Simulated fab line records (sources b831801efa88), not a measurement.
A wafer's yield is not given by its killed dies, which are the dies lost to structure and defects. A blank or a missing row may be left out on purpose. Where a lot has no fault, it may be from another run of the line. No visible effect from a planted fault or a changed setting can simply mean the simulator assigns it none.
Matching of chambers    flow sky130    SKY_CONTACT_CMP_04 on cmp-01: 4 sister chambers
The step polishes SiO2. 14 wafers are shown with their chamber, then 7 later ones without.

WAFERS WITH THEIR CHAMBER
wafer   chamber  motorCurrentA (A)  platenRpm (rpm)  timeToEndpointS (s)
L574.4  2        11.5               60.01            80
L574.5  0        10.7               59.99            80
L574.6  1        11.8               60.10            87
L575.1  0        11.0               60.03            85
L575.5  2        11.5               60.07            81
L575.6  1        12.8               60.01            83
L578.3  3        13.0               59.95            81
L578.5  1        12.9               59.99            75
L578.6  2        12.1               59.98            75
L582.2  1        12.3               60.03            82
L582.5  0        11.1               60.05            79
L582.6  1        12.8               59.93            84
L584.2  0        10.6               60.00            88
L584.4  3        12.9               59.92            85

SIGNATURES (means of the wafers above)
reading          chamber 0  chamber 1  chamber 2  chamber 3  scatter within a chamber
motorCurrentA    10.850     12.520     11.700     12.950     0.358
platenRpm        60.0175    60.0120    60.0200    59.9350    0.0471
timeToEndpointS  83.00      82.20      78.67      83.00      4.02
Rule: distance of a wafer from a chamber = root of the sum over the readings of ((wafer's reading minus chamber's mean) / reading's scatter) squared. The wafer belongs to the nearest chamber; if the next one is less than 2 further off, it can't be placed. The scatter: the root of (the sum of the squares of (reading less its chamber's mean) over the shown wafers, divided by (wafers less chambers)).

WAFERS MISSING THEIR CHAMBER
wafer   motorCurrentA (A)  platenRpm (rpm)  timeToEndpointS (s)
L584.5  13.1               59.97            87
L585.1  11.8               59.92            83
L585.2  13.2               59.99            83
L585.5  11.2               60.02            83
L586.1  11.1               60.05            81
L586.3  12.4               60.06            82
L586.5  12.4               59.98            81

THE CHAMBER EACH PASSED THROUGH
wafer   from the rows above                in truth
L584.5  can't be placed: 3 or 1            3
L585.1  can't be placed: 2 or 1 or 3 or 0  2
L585.2  can't be placed: 3 or 1            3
L585.5  can't be placed: 0 or 2            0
L586.1  can't be placed: 0 or 2            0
L586.3  can't be placed: 1 or 2            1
L586.5  can't be placed: 1 or 3 or 2       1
Correct placement for 0 of the 7. Unplaceable from these rows: 7, with the true chamber sitting among the candidates in 7. Wrongly placed: 0.
